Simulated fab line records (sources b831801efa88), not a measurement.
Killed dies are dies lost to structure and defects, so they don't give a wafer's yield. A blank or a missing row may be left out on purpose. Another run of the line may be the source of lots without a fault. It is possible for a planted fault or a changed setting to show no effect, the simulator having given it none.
Matching of chambers	flow sky130	4 sister chambers for SKY_FIELD_ISO_ETCH_14 on rie diel-01
The step etches BARC in N2/H2, stops on SiO2, time 45.9 s, target depth 60 nm. 4 wafers are shown with their chamber, then 7 later ones without.

EACH WAFER AND ITS CHAMBER
wafer	chamber	drypump motor current A (A)
L500.4	0	5.7
L511.3	1	5.4
L514.3	2	5.9
L514.4	3	6.1

WAFERS WHOSE CHAMBER IS MISSING
wafer	drypump motor current A (A)
L514.6	5.9
L517.2	5.7
L517.3	5.5
L517.6	5.9
L519.1	5.7
L519.3	5.4
L519.4	5.9

WHICH CHAMBER EACH ONE RAN IN
wafer	from the rows above	in truth
L514.6	2	2
L517.2	0	0
L517.3	1	1
L517.6	2	2
L519.1	0	0
L519.3	1	1
L519.4	2	2
7 of 7 placed correctly. Number that these rows cannot place: 0. Wrongly placed: 0.
How it was worked out, from the rows above alone: a wafer's distance from a chamber is the root of the sum, over the readings, of the square of ((its reading less the chamber's mean) divided by the reading's scatter). If the next closest chamber is less than 2 further off than the closest, the wafer can't be placed; otherwise it belongs to the closest. The mean given for a chamber averages the wafers shown for that chamber. The scatter: root of mean squared gap, hidden wafer to nearest shown wafer, with one shown wafer a chamber.
